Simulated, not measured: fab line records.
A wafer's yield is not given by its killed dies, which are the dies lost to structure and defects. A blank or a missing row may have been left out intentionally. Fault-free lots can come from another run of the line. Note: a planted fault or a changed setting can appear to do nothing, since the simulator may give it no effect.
Matching of chambers | flow gf180mcu | cmp-02 running GF_CONTACT_CMP_27: 4 sister chambers
The step polishes, stops on SiO2, t overpolish 15 s, target thk 0 nm. 8 wafers are shown with their chamber, then 7 later ones without.

== WAFERS WITH THEIR CHAMBER ==
wafer  | chamber | motor-current-A (A) | time-to-endpoint-s (s)
L168.2 | 2       | 10.7                | 73.2
L171.3 | 1       | 9.9                 | 83.5
L171.4 | 0       | 11.2                | 70.7
L179.2 | 1       | 10.2                | 68.9
L179.3 | 2       | 10.7                | 73.1
L179.4 | 3       | 9.6                 | 68.4
L180.1 | 0       | 11.4                | 71.0
L180.3 | 3       | 10.0                | 72.7

== WAFERS WITH NO CHAMBER GIVEN ==
wafer  | motor-current-A (A) | time-to-endpoint-s (s)
L180.6 | 9.5                 | 70.6
L181.2 | 10.7                | 76.5
L181.3 | 9.8                 | 75.4
L181.4 | 9.5                 | 76.9
L182.1 | 10.5                | 71.2
L182.2 | 11.4                | 72.5
L182.5 | 11.8                | 72.0

== CHAMBER TAKEN BY EACH ==
wafer  | from the rows above     | in truth
L180.6 | can't be placed: 3 or 1 | 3
L181.2 | 2                       | 2
L181.3 | can't be placed: 3 or 1 | 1
L181.4 | can't be placed: 3 or 1 | 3
L182.1 | can't be placed: 2 or 1 | 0
L182.2 | 0                       | 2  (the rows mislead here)
L182.5 | 0                       | 0
Correctly placed: 2 of 7. From these rows, 4 cannot be placed; in 3 the true chamber is one of the candidates. Wrongly placed: 1.
How it was worked out, from the rows above alone: a wafer's distance from a chamber is the root of the sum, over the readings, of the square of ((its reading less the chamber's mean) divided by the reading's scatter). If the next closest chamber is less than 2 further off than the closest, the wafer can't be placed; otherwise it belongs to the closest. Each chamber's mean is taken over the wafers shown for it. How the scatter is found: for the shown wafers, subtract from each reading the mean of its chamber, square and add these, divide the total by (wafers less chambers), then take the root.
